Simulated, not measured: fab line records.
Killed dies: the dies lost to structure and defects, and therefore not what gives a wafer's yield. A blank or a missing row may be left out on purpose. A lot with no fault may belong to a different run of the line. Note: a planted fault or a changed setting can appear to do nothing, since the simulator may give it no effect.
Matching of chambers	flow sfq line	SFQ_TRILAYER_I4_CMP_CMP_100 on cmp-01: 4 sister chambers
The step polishes SiO2. 4 wafers are shown with their chamber, then 7 later ones without.

EACH WAFER AND ITS CHAMBER
wafer	chamber	motor current A (A)
L769.1	2	9.5
L769.6	3	11.1
L770.4	1	8.6
L770.1	0	9.6

WAFERS WHOSE CHAMBER IS MISSING
wafer	motor current A (A)
L770.6	10.1
L771.1	10.2
L771.3	9.8
L771.5	9.4
L774.1	8.8
L774.3	9.5
L774.5	9.2

THE CHAMBER EACH PASSED THROUGH
wafer	from the rows above	in truth
L770.6	can't be placed: 0 or 2 or 3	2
L771.1	can't be placed: 0 or 2 or 3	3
L771.3	can't be placed: 0 or 2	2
L771.5	can't be placed: 2 or 0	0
L774.1	can't be placed: 1 or 2 or 0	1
L774.3	can't be placed: 2 or 0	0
L774.5	can't be placed: 2 or 0 or 1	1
0 of 7 placed correctly. Not placeable from these rows: 7 (in 7, the candidates include the true chamber). Wrongly placed: 0.
How it was worked out, from the rows above alone: a wafer's distance from a chamber is the root of the sum, over the readings, of the square of ((its reading less the chamber's mean) divided by the reading's scatter). If the next closest chamber is less than 2 further off than the closest, the wafer can't be placed; otherwise it belongs to the closest. The mean given for a chamber averages the wafers shown for that chamber. The scatter: root of mean squared gap, hidden wafer to nearest shown wafer, with one shown wafer a chamber.
